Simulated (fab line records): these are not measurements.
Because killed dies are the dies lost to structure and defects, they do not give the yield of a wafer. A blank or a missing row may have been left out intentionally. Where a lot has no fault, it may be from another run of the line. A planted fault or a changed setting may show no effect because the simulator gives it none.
Commonality check across tools / flow sky130 / Sample size 13 lots and 39 wafers

## REASON IT WAS OPENED
At SKY_FIELD_ISO_CD_MEAS_13 the reading cdNm is flagged on 1 of 13 lots. Fault-free wafers read 149.4 nm, with a standard deviation of 1.7.
Rule: a lot is flagged in two cases, either no wafer of it has a number, or all its wafers with numbers fall more than 4 standard deviations from that mean. The other lots count as sound.

lot=L404; measured=day 2 13:17; on=cdSem-01; cdNm (nm), wafer by wafer=150.7 150.9 150.5; flag=
lot=L405; measured=day 2 16:15; on=cdSem-02; cdNm (nm), wafer by wafer=143.8 145.9 145.9; flag=
lot=L406; measured=day 2 22:35; on=cdSem-01; cdNm (nm), wafer by wafer=149.2 148.7 149.2; flag=
lot=L407; measured=day 3 02:59; on=cdSem-02; cdNm (nm), wafer by wafer=140.1 139.5 140.9; flag=FLAGGED
lot=L409; measured=day 3 12:05; on=cdSem-02; cdNm (nm), wafer by wafer=150.2 149.2 148.0; flag=
lot=L410; measured=day 3 17:46; on=cdSem-02; cdNm (nm), wafer by wafer=152.5 151.1 152.6; flag=
lot=L417; measured=day 5 05:19; on=cdSem-02; cdNm (nm), wafer by wafer=150.3 149.4 149.6; flag=
lot=L419; measured=day 5 14:47; on=cdSem-02; cdNm (nm), wafer by wafer=150.7 149.8 150.7; flag=
lot=L421; measured=day 6 06:27; on=cdSem-01; cdNm (nm), wafer by wafer=149.2 149.0 149.0; flag=
lot=L423; measured=day 6 14:59; on=cdSem-02; cdNm (nm), wafer by wafer=149.4 148.5 148.8; flag=
lot=L424; measured=day 6 17:22; on=cdSem-02; cdNm (nm), wafer by wafer=149.7 149.0 150.8; flag=
lot=L425; measured=day 6 23:08; on=cdSem-02; cdNm (nm), wafer by wafer=148.2 149.9 149.4; flag=
lot=L426; measured=day 7 04:38; on=cdSem-01; cdNm (nm), wafer by wafer=149.3 149.5 148.4; flag=
On average the flagged lots' numbers are 140.2 nm, which is -9.2 nm against the usual, or -5 standard deviations.

## WHICH TOOL EACH LOT WENT THROUGH
The record holds 1 process step before the reading, out of a route of 708 steps. Read each cell as the tool, then ch plus the chambers that the sampled wafers visited, then the start.
lot=L404; flag=; SKY_FIELD_ISO_EXPOSE_10=krfScanner-02 ch 0, day 2 05:41
lot=L405; flag=; SKY_FIELD_ISO_EXPOSE_10=krfScanner-02 ch 0, day 2 08:23
lot=L406; flag=; SKY_FIELD_ISO_EXPOSE_10=krfScanner-01 ch 0, day 2 15:13
lot=L407; flag=FLAGGED; SKY_FIELD_ISO_EXPOSE_10=krfScanner-02 ch 0, day 2 19:14
lot=L409; flag=; SKY_FIELD_ISO_EXPOSE_10=krfScanner-01 ch 0, day 3 03:56
lot=L410; flag=; SKY_FIELD_ISO_EXPOSE_10=krfScanner-01 ch 0, day 3 10:10
lot=L417; flag=; SKY_FIELD_ISO_EXPOSE_10=krfScanner-02 ch 0, day 4 21:07
lot=L419; flag=; SKY_FIELD_ISO_EXPOSE_10=krfScanner-02 ch 0, day 5 06:23
lot=L421; flag=; SKY_FIELD_ISO_EXPOSE_10=krfScanner-02 ch 0, day 5 21:25
lot=L423; flag=; SKY_FIELD_ISO_EXPOSE_10=krfScanner-01 ch 0, day 6 05:14
lot=L424; flag=; SKY_FIELD_ISO_EXPOSE_10=krfScanner-02 ch 0, day 6 07:59
lot=L425; flag=; SKY_FIELD_ISO_EXPOSE_10=krfScanner-02 ch 0, day 6 12:53
lot=L426; flag=; SKY_FIELD_ISO_EXPOSE_10=krfScanner-02 ch 0, day 6 19:01
What these steps do:
- SKY_FIELD_ISO_EXPOSE_10: exposes mask FOM, target cd 150 nm.
- SKY_FIELD_ISO_CD_MEAS_13: target cd 150 nm.

## FLAGGED OVER TOTAL, TOOL BY TOOL (the gauges that took the reading come last)
step=SKY_FIELD_ISO_EXPOSE_10; tool=krfScanner-01; lots run=4; flagged=0; share of the flagged lots=none; sound lots run after its first flagged lot=-
step=SKY_FIELD_ISO_EXPOSE_10; tool=krfScanner-02; lots run=9; flagged=1; share of the flagged lots=all; sound lots run after its first flagged lot=6 (L417,L419,L421,L424,L425,L426)
step=SKY_FIELD_ISO_CD_MEAS_13; tool=cdSem-01; lots run=4; flagged=0; share of the flagged lots=none; sound lots run after its first flagged lot=-
step=SKY_FIELD_ISO_CD_MEAS_13; tool=cdSem-02; lots run=9; flagged=1; share of the flagged lots=all; sound lots run after its first flagged lot=7 (L409,L410,L417,L419,L423,L424,L425)

## WHAT THE TABLE ALLOWS
Every flagged lot went through 2 rows of the table: krfScanner-02 at SKY_FIELD_ISO_EXPOSE_10 and cdSem-02 at SKY_FIELD_ISO_CD_MEAS_13.
- krfScanner-02 at SKY_FIELD_ISO_EXPOSE_10 ran 9 lots, 1 of them flagged. Sound lots ran on it after the first flagged one (L417, L419, L421, L424, L425, L426), which a lasting fault on the whole tool wouldn't allow.
- cdSem-02 at SKY_FIELD_ISO_CD_MEAS_13 ran 9 lots, 1 of them flagged. Sound lots ran on it after the first flagged one (L409, L410, L417, L419, L423, L424, L425), which a lasting fault on the whole tool wouldn't allow.
None of the table's rows ran every flagged lot and, after the first, no sound lot.

## WHAT THE SIMULATOR HAD INSERTED
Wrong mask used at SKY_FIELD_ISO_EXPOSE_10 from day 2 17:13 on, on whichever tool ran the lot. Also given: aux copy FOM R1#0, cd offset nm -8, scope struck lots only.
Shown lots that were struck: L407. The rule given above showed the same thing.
